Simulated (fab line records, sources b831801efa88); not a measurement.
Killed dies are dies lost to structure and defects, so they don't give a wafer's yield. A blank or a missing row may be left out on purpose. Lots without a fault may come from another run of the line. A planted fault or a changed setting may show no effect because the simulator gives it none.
Which tool did it? | flow gf180mcu | 14 lots, 42 wafers sampled, at 3 steps of a route of 602

WHAT THE GAUGES READ, wafer by wafer
GF_M5_OVL_MEAS_08.
lot  | measured     | on         | M5_OVL (nm)
L722 | day 26 04:34 | overlay-01 | 4 -4 3
L723 | day 26 15:01 | overlay-01 | 0 -3 -4
L724 | day 27 02:08 | overlay-01 | 3 2 1
L726 | day 27 15:19 | overlay-01 | 5 2 8
L727 | day 27 23:05 | overlay-01 | 4 10 8
L728 | day 28 00:50 | overlay-02 | 11 7 13
L731 | day 29 02:09 | overlay-02 | 3 -1 -2
L732 | day 29 14:56 | overlay-02 | 3 6 2
L734 | day 30 01:23 | overlay-01 | 13 10 8
L735 | day 30 04:02 | overlay-02 | -9 -5 -2
L741 | day 31 21:28 | overlay-02 | 5 1 2
L742 | day 32 03:34 | overlay-02 | 3 2 5
L743 | day 32 08:16 | overlay-01 | 4 2 5
L745 | day 33 02:26 | overlay-02 | 2 -3 -1

GF_V5_OVL_MEAS_15.
lot  | measured     | on         | V5_OVL (nm)
L722 | day 27 02:38 | overlay-02 | 11 8 6
L723 | day 27 13:04 | overlay-01 | 4 4 -4
L724 | day 27 23:46 | overlay-01 | -3 -1 6
L726 | day 28 12:52 | overlay-02 | 2 -10 -9
L727 | day 28 20:11 | overlay-02 | 6 5 4
L728 | day 28 21:47 | overlay-02 | 2 0 -10
L731 | day 29 22:15 | overlay-01 | -2 -2 3
L732 | day 30 11:07 | overlay-01 | 7 1 -1
L734 | day 30 20:21 | overlay-02 | 8 9 10
L735 | day 30 23:19 | overlay-02 | -9 0 -10
L741 | day 32 15:35 | overlay-01 | -3 -3 -2
L742 | day 32 20:50 | overlay-02 | -1 -4 -4
L743 | day 33 02:47 | overlay-02 | 2 12 7
L745 | day 33 19:28 | overlay-02 | 6 14 10

WHICH TOOL RAN EACH LOT (tool, then ch and the chambers of the sampled wafers, then the start)
lot  | GF_MIM_SPUTTER_07
L722 | pvd_sputter-03, day 24 09:50
L723 | pvd_sputter-03, day 24 19:46
L724 | pvd_sputter-01, day 25 07:44
L726 | pvd_sputter-01, day 25 21:33
L727 | pvd_sputter-03, day 26 06:05
L728 | pvd_sputter-03, day 26 08:10
L731 | pvd_sputter-03, day 27 10:12
L732 | pvd_sputter-02, day 27 23:11
L734 | pvd_sputter-03, day 28 09:50
L735 | pvd_sputter-02, day 28 13:34
L741 | pvd_sputter-01, day 30 10:04
L742 | pvd_sputter-03, day 30 17:11
L743 | pvd_sputter-03, day 30 20:35
L745 | pvd_sputter-03, day 31 16:26
- GF_MIM_SPUTTER_07: material TiN, target thk 60 nm, time 50 s.

WHAT THE TOOLS THEMSELVES READ (means of the sampled wafers that have a number; where no wafer has one, the mark that the record gives instead)
GF_MIM_SPUTTER_07.
lot  | tool           | cathode_dc_power_W (W) | throttle_valve_pct (%)
L722 | pvd_sputter-03 | 6499.7                 | 29.2
L723 | pvd_sputter-03 | 6500.1                 | 30.6
L724 | pvd_sputter-01 | 6500.1                 | 30.5
L726 | pvd_sputter-01 | 6499.9                 | 30.6
L727 | pvd_sputter-03 | 6499.5                 | 30.4
L728 | pvd_sputter-03 | 6499.7                 | 29.1
L731 | pvd_sputter-03 | 6499.9                 | 30.4
L732 | pvd_sputter-02 | 6500.7                 | 31.4
L734 | pvd_sputter-03 | 6499.1                 | 29.2
L735 | pvd_sputter-02 | 6500.5                 | 31.0
L741 | pvd_sputter-01 | 6499.8                 | 29.8
L742 | pvd_sputter-03 | 6498.9                 | 29.1
L743 | pvd_sputter-03 | 6499.4                 | 30.2
L745 | pvd_sputter-03 | 6500.4                 | 29.2

THE ANSWER, worked out from the rows above alone
Rule: what is usual is taken from the lots themselves. Put in order of their means at a reading, lots are off if they are a third of the lots or fewer, leave a main group of 4 or more, and stand apart from it by a gap of 3 or more times the standard deviation of the main group's means; of several such gaps the widest counts. A main group whose means are all the same, to the digits that the tables above print for the reading, isn't used. A lot without any number at a reading at which 4 lots or more have one is off too. The other lots that the step has rows for count as sound. The gauges are gone through in route order, then the tools' own readings, and for those a lot's mean is taken as printed above. The first step at which some lot is off is used, and at that step the reading that is off furthest; a lot without a number counts as furthest.
No lot is off at any reading shown: from this, nothing can be told.

WHAT THE SIMULATOR HAD PUT IN
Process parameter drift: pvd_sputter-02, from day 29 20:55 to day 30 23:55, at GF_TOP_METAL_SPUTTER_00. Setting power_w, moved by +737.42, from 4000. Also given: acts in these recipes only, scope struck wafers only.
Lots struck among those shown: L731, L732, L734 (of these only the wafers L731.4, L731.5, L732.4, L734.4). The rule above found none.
